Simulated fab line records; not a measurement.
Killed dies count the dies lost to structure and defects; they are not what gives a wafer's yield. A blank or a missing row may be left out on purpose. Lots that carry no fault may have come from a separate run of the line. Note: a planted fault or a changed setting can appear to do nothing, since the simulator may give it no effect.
Code-filled problem report in 8D (eight disciplines) form || flow sky130 || the parts of the form that need people (team, actions taken, sign-off) are left out

== 1. WHAT WENT WRONG ==
Across 6 wafers from 2 lots, CONTACT_W_RS at SKY_CONTACT_RS_MEAS_25 averages 0.447 ohm/sq, while fault-free wafers read 0.339 ohm/sq with a standard deviation of 0.0048. That is +22 standard deviations from the usual mean.
The step: measures by four-point-probe.
The first sign was on wafer L334.1 at day 34 19:15, on film-metro-04. Wafers with a number at this step in the record: 39, from 13 lots. Rule for "out", or "out of limits": more than 4 standard deviations from the usual mean. All remaining wafers that have a number are taken as sound.

== 2. WHAT IT IS, AND WHAT IT ISN'T ==
{"question": "which readings at this step", "is": "CONTACT_W_RS", "is not": "-"}
{"question": "which lots", "is": "L334, L336", "is not": "L326, L327, L332, L333, L337, L338, L344, L345, L346, L347, L348"}
{"question": "which wafers of those lots", "is": "all that have a number", "is not": "-"}
{"question": "read on which gauges", "is": "film-metro-03, film-metro-04", "is not": "film-metro-02"}
{"question": "when", "is": "from day 34 19:15", "is not": "up to then (12 sound wafers); but 21 sound wafers of L337, L338, L344, L345, L346, L347, L348 came after"}

== 3. WHAT RULES OUT EACH SUSPECT ==
Counting: a tool at any process step up to the reading remains a suspect when it ran all the lots that are out and ran no sound lot after the first of those.
- the gauge at SKY_CONTACT_RS_MEAS_25: ruled out. Those wafers that are out were read across 2 gauges (film-metro-03, film-metro-04).
- plasma-asher-01 at SKY_SD_N_STRIP_11 (strips in O2/N2): ruled out as a lasting fault. The sound lots L338, L347, L348 went through it after L334, its earliest lot that is out (day 31 05:16).
- rie-diel-01 at SKY_LI_CONTACT_ETCH_14 (etches BARC in N2/H2, stops on SiO2, time 45.9 s, target depth 60 nm): ruled out as a lasting fault. The sound lots L345, L346 went through it after L334, its earliest lot that is out (day 32 10:00).
- cvd-w-01 at SKY_CONTACT_CVD_24 (deposits W, target thk 340 nm, time 102.12 s): ruled out as a lasting fault. The sound lots L344, L345, L346, L347, L348 went through it after L334, its earliest lot that is out (day 34 19:08).
Left after counting: nothing in the record.

== 4. THE CAUSE (what the simulator had put in) ==
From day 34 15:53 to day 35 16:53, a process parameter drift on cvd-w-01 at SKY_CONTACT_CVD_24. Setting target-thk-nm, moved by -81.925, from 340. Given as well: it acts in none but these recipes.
Counting ruled it out, wrongly: the rule takes a fault to strike every lot that its tool runs from its start on, and this one did not.

== 5. THE CHAIN OF EFFECTS, in route order ==
Each row: a reading whose mean over the struck wafers that have a number lies more than 3 standard deviations from the usual. Readings are gone through only where the record gives a usual standard deviation; hours: the median, over the lots, of the time from a lot's start at the first step in this table giving one to that lot's start at this step; sigmas: the change measured in usual standard deviations.
{"hours": 0, "step": "SKY_CONTACT_RS_MEAS_25", "reading": "CONTACT_W_RS", "usual": "0.339 ohm/sq", "on struck wafers": 0.447, "change": "+0.108", "sigmas": "+22"}
{"hours": 0, "step": "SKY_CONTACT_THK_MEAS_26", "reading": "CONTACT_W_THK", "usual": "342 nm", "on struck wafers": 260, "change": -82, "sigmas": -16}
{"hours": 0, "step": "SKY_CONTACT_CMP_27", "reading": "time-to-endpoint-s", "usual": "81.4 s", "on struck wafers": 63.2, "change": -18.2, "sigmas": -6.5}
The process steps in it:
- SKY_CONTACT_CMP_27: polishes, stops on SiO2, t overpolish 15 s, target thk 0 nm.

== 6. HOW IT WOULD HAVE BEEN CAUGHT EARLIER ==
In this record the first reading out of limits at a measuring or inspecting step was taken at day 34 19:15, 3 hours after the fault began at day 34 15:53.
Tool readings at SKY_CONTACT_CVD_24 with a usual standard deviation given in the record: none out on any struck wafer, hence no alarm at a limit of 4 standard deviations on them.
